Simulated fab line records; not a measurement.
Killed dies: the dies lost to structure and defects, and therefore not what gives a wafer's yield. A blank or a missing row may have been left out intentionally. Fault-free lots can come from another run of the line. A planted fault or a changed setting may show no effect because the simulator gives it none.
fab line records	flow sfq-line
[record] lots = 6	wafers = 18	last-day = 91
route steps=325 shown L0@4 L0V@16
lots with no fault: from the same line, run without faults
start-h: hours from the record's opening day to when the first of the lot's shown wafers began	wait-h: hours from the lot's prior step to this one	" as in the row above	L1.1+2: a row that stands for several wafers	- no value, or no start was given	* or withheld: withheld	< > ~ a bound
route shown NAME@n: NAME is a module with steps in the file, n the number in the route of the first one	usual: mean/standard deviation taken from wafers without a fault	same: alike in all rows	chamber/n: place in a boat	sites: the reading at each site	_std_site: standard deviation across them	_edge_site: mean of outer sites minus mean of inner sites	radius-mm: how far each site lies from the wafer's centre	mask NAME#n: copy n	behind: the most recent tool/chamber to have shaped the wafer	hold: why the lot was held/for how many hours/how that ended	device: the transistor (n, p or np) that didn't switch	end of line: the tests these same wafers got at the end of their route	for a step that has no rows: nothing shown but its recipe	killed: not the wafer's yield, but the dies lost to structure and defects at the first sort	map: the dies of a wafer, with x for killed, . for not killed, _ for no die there
set.NAME: the setting the step ran with; set.NAME@STEP: the setting that earlier step ran with	model.NAME: the simulator's own value behind a step, which no gauge read
lots at some steps of the route; a table a step, a row a wafer
services: from which hour (start-h, from the record's first day; less than 0 if before it) a tool's chamber was out of use, for how many hours, and why
[[steps]]
[step SFQ_L0_RS_MEAS_901]
[recipe] thk-meas-gauge = four-point-probe	reads = MoNx_KI_of_TRILAYER_L0_DEP_SPUTTER_003
[usual] L0_MONX_KI_RS = 43.5/0.51
lot.wafer	tool	chamber	start-h	wait-h	L0_MONX_KI_RS[ohm/sq]
L335.1	film-metro-02	-	27.56	0.0	43.3
L335.3	"	-	"	"	43.5
L335.4	"	-	"	"	43.3
L336.2	film-metro-02	-	32.58	0.1	43.8
L336.3	"	-	"	"	43.1
L336.5	"	-	"	"	43.4
L340.4	film-metro-02	-	52.62	0.1	43.1
L340.5	"	-	"	"	42.8
L340.6	"	-	"	"	42.9
L345.1	film-metro-02	-	77.56	0.0	44.2
L345.2	"	-	"	"	43.9
L345.4	"	-	"	"	43.3
L348.2	film-metro-03	-	92.58	0.1	43.1
L348.3	"	-	"	"	43.6
L348.5	"	-	"	"	43.4
L354.3	film-metro-02	-	122.60	0.1	43.2
L354.4	"	-	"	"	43.2
L354.5	"	-	"	"	43.6
[step SFQ_L0_THK_MEAS_902]
[recipe] thk-meas-gauge = xrf	reads = MoNx_KI_of_TRILAYER_L0_DEP_SPUTTER_003
[usual] L0_MONX_KI_THK = 39.7/0.5
lot.wafer	tool	chamber	start-h	wait-h	L0_MONX_KI_THK[nm]
L335.1	film-metro-02	-	27.68	0.1	40.0
L335.3	"	-	"	"	40.0
L335.4	"	-	"	"	39.9
L336.2	film-metro-02	-	32.69	0.1	39.7
L336.3	"	-	"	"	40.1
L336.5	"	-	"	"	40.0
L340.4	film-metro-02	-	52.71	0.1	40.3
L340.5	"	-	"	"	40.6
L340.6	"	-	"	"	40.3
L345.1	film-metro-02	-	77.68	0.1	39.2
L345.2	"	-	"	"	39.3
L345.4	"	-	"	"	40.2
L348.2	film-metro-03	-	92.69	0.1	40.1
L348.3	"	-	"	"	39.7
L348.5	"	-	"	"	39.5
L354.3	film-metro-02	-	122.70	0.1	40.0
L354.4	"	-	"	"	40.1
L354.5	"	-	"	"	39.6
[step SFQ_TRILAYER_L0_LITHO_COAT_010]
[recipe] resist = BARC	spin-rpm = 3000	resist-thk-nm = 62
[step SFQ_TRILAYER_L0_LITHO_COAT_005]
[recipe] resist = KrF	spin-rpm = 3000	resist-thk-nm = 600
[step SFQ_TRILAYER_L0_LITHO_SOFTBAKE_009]
[recipe] temp-c = withheld	time-s = withheld	resist = KrF
[step SFQ_TRILAYER_L0_LITHO_EXPOSE_006]
[recipe] mask-id = L0	na = 0.6	source-shape = conventional	sigma-outer = 0.65	target-cd-nm = 2000	dose-mj = 14.4
[step SFQ_TRILAYER_L0_LITHO_PEB_008]
[recipe] peb-temp-c = 115	peb-time-s = 60	resist = KrF
[step SFQ_TRILAYER_L0_LITHO_DEVELOP_007]
[recipe] time-s = 60	resist = KrF
[step SFQ_TRILAYER_L0_BARC_OPEN_METAL_ETCH_010]
[recipe] mask-material = PR	chemistry = O2	target-depth-nm = 125	target = BARC	icp-w = 600	bias-w = 80	pressure-mtorr = 10	time-s = 41.7
[usual] bias-w = 79.95/0.24	drypump-motor-current-A = 5.5/0.51	oes-product-au = 0.686/0.005
[same] time-s = 41.7
lot.wafer	tool	chamber	start-h	wait-h	bias-w	drypump-motor-current-A	oes-product-au	rf-hours-counter-h
L335.1	rie-metal-04	1	47.29	0.1	79.81	6.2	0.687	170
L335.3	"	1	"	"	79.99	6.2	0.690	-
L335.4	"	0	"	"	80.18	5.0	0.686	-
L336.2	rie-metal-01	0	50.91	0.1	80.17	5.9	0.692	-
L336.3	"	0	"	"	80.39	5.8	0.682	-
L336.5	"	0	"	"	79.96	5.8	0.693	-
L340.4	rie-metal-04	0	71.31	0.1	79.91	5.0	0.695	-
L340.5	"	0	"	"	80.48	5.0	0.685	-
L340.6	"	1	"	"	79.96	6.1	0.690	-
L345.1	rie-metal-01	0	95.29	0.1	79.92	5.8	0.690	21
L345.2	"	1	"	"	79.97	5.0	0.683	4
L345.4	"	1	"	"	79.88	5.0	0.689	-
L348.2	rie-metal-02	1	108.49	0.1	80.29	4.8	0.686	2
L348.3	"	0	"	"	79.84	5.8	0.683	-
L348.5	"	1	"	"	80.19	4.8	0.679	-
L354.3	rie-metal-02	0	134.91	0.1	80.11	5.8	0.685	-
L354.4	"	1	"	"	79.88	4.8	0.694	-
L354.5	"	0	"	"	79.76	5.8	0.679	-
[step SFQ_TRILAYER_L0_ETCH_METAL_ETCH_008]
[recipe] target = MoNx_KI	stop-on = SiO2	mask-material = PR	chemistry = SF6/O2	target-depth-nm = 50	icp-w = 600	bias-w = 80	pressure-mtorr = 10	time-s = 25
[usual] bias-w = 79.99/0.22	drypump-motor-current-A = 5.5/0.51	oes-product-au = 0.874/0.0077
[same] time-s = 25
lot.wafer	tool	chamber	start-h	wait-h	bias-w	drypump-motor-current-A	oes-product-au	rf-hours-counter-h
L335.1	rie-metal-04	1	47.35	0.0	79.94	6.2	0.875	170
L335.3	"	1	"	"	80.05	6.2	0.881	-
L335.4	"	0	"	"	80.13	5.0	0.874	-
L336.2	rie-metal-01	0	51.02	0.1	80.02	5.9	0.875	-
L336.3	"	0	"	"	79.98	5.8	0.880	-
L336.5	"	0	"	"	80.24	5.9	0.878	-
L340.4	rie-metal-04	0	71.36	0.0	79.93	5.0	0.878	-
L340.5	"	0	"	"	79.85	5.0	0.887	-
L340.6	"	1	"	"	80.22	6.2	0.881	-
L345.1	rie-metal-01	0	95.35	0.0	80.51	5.8	0.865	21
L345.2	"	1	"	"	79.93	5.0	0.872	4
L345.4	"	1	"	"	79.88	5.0	0.877	-
L348.2	rie-metal-02	1	108.55	0.0	79.93	4.8	0.886	2
L348.3	"	0	"	"	80.12	5.8	0.877	-
L348.5	"	1	"	"	80.10	4.8	0.875	-
L354.3	rie-metal-02	0	134.96	0.0	80.00	5.8	0.878	-
L354.4	"	1	"	"	80.18	4.8	0.880	-
L354.5	"	0	"	"	79.96	5.8	0.883	-
[step SFQ_TRILAYER_L0_STRIP_STRIP_009]
[recipe] gas = O2	power-w = 200	platen-temp-c = 40	overash-fraction = 0.65	chemistry = O2	pressure-mtorr = 50
[usual] drypump-motor-current-A = 5.5/0.51	oes-product-au = 1.004/0.0087
lot.wafer	tool	chamber	start-h	wait-h	drypump-motor-current-A	oes-product-au	rf-hours-counter-h
L335.1	rie-metal-04	1	47.40	0.0	6.2	0.997	170
L335.3	"	1	"	"	6.2	0.995	-
L335.4	"	0	"	"	5.0	1.003	-
L336.2	rie-metal-01	0	51.30	0.3	5.9	1.003	-
L336.3	"	0	"	"	5.8	0.997	-
L336.5	"	0	"	"	5.9	0.999	-
L340.4	rie-metal-04	0	71.60	0.2	5.0	1.000	-
L340.5	"	0	"	"	5.0	1.005	-
L340.6	"	1	"	"	6.2	0.999	-
L345.1	rie-metal-01	0	95.40	0.0	5.8	1.010	21
L345.2	"	1	"	"	5.0	1.017	4
L345.4	"	1	"	"	5.0	1.012	-
L348.2	rie-metal-02	1	108.60	0.0	4.8	0.996	2
L348.3	"	0	"	"	5.8	1.010	-
L348.5	"	1	"	"	4.8	1.001	-
L354.3	rie-metal-02	0	135.20	0.2	5.8	1.018	-
L354.4	"	1	"	"	4.8	1.005	-
L354.5	"	0	"	"	5.8	1.014	-
[step SFQ_TRILAYER_L0_STRIP_SOLV_CLEAN_010]
[recipe] chemistry = NMP	temp-c = 70	time-s = 600
[step SFQ_TRILAYER_L0_CAP_PECVD_011]
[recipe] material = SiO2	temp-c = 150	time-s = 13.333	pressure-torr = 2.4	rf-w = 183.3	precursor = SiH4/N2O	target-thk-nm = 60
[usual] heater-power-w = 83/11	throttle-valve-pct = 24.8/1.3
[same] time-s = 13.333
lot.wafer	tool	chamber	start-h	wait-h	heater-power-w	since-wet-clean-h	throttle-valve-pct
L335.1	pecvd-01	2	48.17	0.0	107	593	22.7
L335.3	"	0	"	"	76	593	26.1
L335.4	"	0	"	"	76	-	26.1
L336.2	pecvd-01	1	52.48	0.0	90	597	23.5
L336.3	"	2	"	"	100	597	22.7
L336.5	"	2	"	"	97	-	22.5
L340.4	pecvd-04	1	72.18	0.0	74	-	24.3
L340.5	"	2	"	"	98	-	25.5
L340.6	"	0	"	"	79	-	25.9
L345.1	pecvd-03	2	96.17	0.0	68	1010	26.0
L345.2	"	0	"	"	83	1010	25.6
L345.4	"	2	"	"	66	-	25.9
L348.2	pecvd-03	2	109.37	0.0	72	1024	26.1
L348.3	"	1	"	"	81	1024	25.1
L348.5	"	0	"	"	85	-	25.9
L354.3	pecvd-04	0	135.77	0.0	86	1420	25.4
L354.4	"	2	"	"	82	-	25.8
L354.5	"	1	"	"	68	-	24.0
[step SFQ_TRILAYER_L0_VIA_LITHO_COAT_018]
[recipe] resist = BARC	spin-rpm = 3000	resist-thk-nm = 62
[step SFQ_TRILAYER_L0_VIA_LITHO_COAT_013]
[recipe] resist = KrF	spin-rpm = 3000	resist-thk-nm = 650
[step SFQ_TRILAYER_L0_VIA_LITHO_SOFTBAKE_017]
[recipe] temp-c = withheld	time-s = withheld	resist = KrF
[step SFQ_TRILAYER_L0_VIA_LITHO_EXPOSE_014]
[recipe] mask-id = L0V	na = 0.6	source-shape = conventional	sigma-outer = 0.65	target-cd-nm = 700	dose-mj = 21.3
[step SFQ_TRILAYER_L0_VIA_LITHO_PEB_016]
[recipe] peb-temp-c = 115	peb-time-s = 60	resist = KrF
[step SFQ_TRILAYER_L0_VIA_LITHO_DEVELOP_015]
[recipe] time-s = 60	resist = KrF
[step SFQ_L0V_OVL_MEAS_903]
[usual] L0V_OVL = 4/5.8
lot.wafer	tool	chamber	start-h	wait-h	L0V_OVL[nm]
L335.1	overlay-01	-	120.47	0.1	15
L335.3	"	-	"	"	9
L335.4	"	-	"	"	-4
L336.2	overlay-02	-	125.27	0.1	4
L336.3	"	-	"	"	9
L336.5	"	-	"	"	8
L340.4	overlay-01	-	148.64	0.1	-1
L340.5	"	-	"	"	-4
L340.6	"	-	"	"	0
L345.1	overlay-01	-	175.02	0.1	8
L345.2	"	-	"	"	16
L345.4	"	-	"	"	17
L348.2	overlay-02	-	189.42	0.1	-5
L348.3	"	-	"	"	-2
L348.5	"	-	"	"	4
L354.3	overlay-02	-	224.33	0.1	1
L354.4	"	-	"	"	7
L354.5	"	-	"	"	4
[step SFQ_TRILAYER_L0_VIA_BARC_OPEN_VIA_ETCH_021]
[recipe] mask-material = PR	chemistry = O2	target-depth-nm = 125	target = BARC	source-w = 500	bias-w = 80	pressure-mtorr = 30	time-s = 41.7
[usual] bias-w = 80.00/0.23	drypump-motor-current-A = 5.8/0.42	oes-product-au = 0.686/0.005
[same] time-s = 41.7
lot.wafer	tool	chamber	start-h	wait-h	bias-w	drypump-motor-current-A	oes-product-au	rf-hours-counter-h
L335.1	rie-diel-02	0	120.50	0.0	80.27	5.9	0.687	86
L335.3	"	2	"	"	80.06	5.7	0.681	106
L335.4	"	0	"	"	80.09	5.9	0.683	-
L336.2	rie-diel-04	2	125.30	0.0	79.88	5.4	0.683	1
L336.3	"	1	"	"	80.13	5.8	0.694	15
L336.5	"	0	"	"	79.52	5.8	0.681	-
L340.4	rie-diel-01	0	148.67	0.0	80.14	6.4	0.680	-
L340.5	"	2	"	"	80.09	5.8	0.681	-
L340.6	"	1	"	"	79.67	4.9	0.680	-
L345.1	rie-diel-04	0	175.05	0.0	80.28	5.7	0.678	89
L345.2	"	1	"	"	80.17	5.8	0.683	16
L345.4	"	3	"	"	80.08	5.7	0.684	50
L348.2	rie-diel-04	2	189.45	0.0	80.41	5.4	0.691	2
L348.3	"	0	"	"	80.09	5.7	0.688	89
L348.5	"	0	"	"	80.09	5.7	0.691	-
L354.3	rie-diel-04	1	224.35	0.0	80.31	5.8	0.685	16
L354.4	"	3	"	"	80.45	5.7	0.692	51
L354.5	"	3	"	"	80.22	5.7	0.678	-
[step SFQ_TRILAYER_L0_VIA_ETCH_VIA_ETCH_016]
[recipe] target = SiO2	stop-on = MoNx_KI	mask-material = PR	chemistry = CHF3	target-depth-nm = 80	source-w = 500	bias-w = 80	pressure-mtorr = 30	time-s = withheld
[usual] bias-w = 79.98/0.23	drypump-motor-current-A = 5.8/0.42	oes-product-au = 0.840/0.0073
lot.wafer	tool	chamber	start-h	wait-h	bias-w	drypump-motor-current-A	oes-product-au
L335.1	rie-diel-02	0	120.54	0.0	79.92	5.9	0.831
L335.3	"	2	"	"	80.04	5.7	0.834
L335.4	"	0	"	"	80.06	5.9	0.849
L336.2	rie-diel-04	2	125.34	0.0	79.81	5.4	0.844
L336.3	"	1	"	"	79.68	5.8	0.843
L336.5	"	0	"	"	80.29	5.7	0.832
L340.4	rie-diel-01	0	148.72	0.0	79.74	6.4	0.841
L340.5	"	2	"	"	79.63	5.8	0.841
L340.6	"	1	"	"	79.55	4.9	0.845
L345.1	rie-diel-04	0	175.09	0.0	80.11	5.7	0.780
L345.2	"	1	"	"	79.67	5.8	0.837
L345.4	"	3	"	"	79.97	5.7	0.772
L348.2	rie-diel-04	2	189.49	0.0	79.81	5.4	0.779
L348.3	"	0	"	"	80.30	5.8	0.836
L348.5	"	0	"	"	80.01	5.7	0.847
L354.3	rie-diel-04	1	224.39	0.0	79.85	5.8	0.840
L354.4	"	3	"	"	80.12	5.7	0.841
L354.5	"	3	"	"	80.22	5.7	0.851
[step SFQ_TRILAYER_L0_VIA_STRIP_STRIP_017]
[recipe] gas = O2	power-w = 200	platen-temp-c = 40	overash-fraction = 0.65	chemistry = O2	pressure-mtorr = 50
[usual] drypump-motor-current-A = 5.3/0.42	oes-product-au = 1.003/0.0087
lot.wafer	tool	chamber	start-h	wait-h	drypump-motor-current-A	oes-product-au	rf-hours-counter-h
L335.1	rie-metal-02	1	120.59	-	4.8	0.991	4
L335.3	"	0	"	"	5.8	1.008	-
L335.4	"	1	"	"	4.8	1.002	-
L336.2	rie-metal-03	0	125.39	-	5.6	0.998	98
L336.3	"	0	"	"	5.6	0.997	-
L336.5	"	0	"	"	5.6	1.004	-
L340.4	rie-metal-02	1	148.94	-	4.8	1.005	-
L340.5	"	1	"	"	4.8	1.001	-
L340.6	"	0	"	"	5.8	1.021	-
L345.1	rie-metal-03	1	175.14	-	4.9	0.998	116
L345.2	"	0	"	"	5.7	0.999	108
L345.4	"	1	"	"	4.9	0.981	-
L348.2	rie-metal-03	1	189.54	-	4.9	0.996	119
L348.3	"	1	"	"	4.9	1.006	-
L348.5	"	1	"	"	4.9	0.994	-
L354.3	rie-metal-02	0	224.64	-	5.8	1.009	-
L354.4	"	1	"	"	4.8	1.008	-
L354.5	"	0	"	"	5.8	1.010	-
[[services]]
tool	chamber	start-h	hours	kind
rie-diel-01	-	49.27	2.8	pm
pecvd-03	-	64.30	6.0	pm
rie-diel-02	1	64.85	8.9	repair
rie-diel-02	2	69.44	2.6	repair
pecvd-03	-	75.12	0.2	repair
rie-metal-02	1	79.32	-	clean
rie-metal-02	0	82.77	2.1	repair
rie-diel-04	-	91.41	2.8	pm
rie-diel-01	-	93.23	1.3	repair
pecvd-01	0	112.63	9.3	repair
rie-diel-02	1	115.35	5.3	repair
rie-metal-04	1	118.46	27.2	repair
pecvd-04	0	130.99	2.2	repair
rie-metal-01	-	132.40	14.6	pm
rie-diel-01	3	142.82	12.8	repair
rie-diel-04	0	144.49	2.1	repair
rie-diel-02	0	144.49	7.1	repair
rie-diel-04	1	193.63	5.5	repair
pecvd-04	-	194.25	14.0	pm
rie-diel-01	0	200.17	11.5	repair
rie-diel-04	1	200.44	4.1	repair
rie-diel-02	0	203.10	13.4	repair
rie-metal-01	1	218.10	5.8	repair
pecvd-04	-	221.97	1.7	repair
[[key]]
[first-sign] step = SFQ_TRILAYER_L0_VIA_ETCH_VIA_ETCH_016	reading = oes-product-au	direction = down	sigmas = 8.5	usual = 0.840	struck = 0.777
effect none on later readings
met-at SFQ_TRILAYER_L0_CAP_PECVD_011
struck-wafers L345.1,L345.4,L348.2
[fault] kind = site-profile-drift	tool = pecvd-03	chamber = 2	onset-h = 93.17	steps = SFQ_TRILAYER_L0_CAP_PECVD_011	basis = fraction	max-abs-drift = 0.25748	slope-share-per-hr = 57.217	site-pattern = 0,0,0,0,0,-1,-1,-1,-1
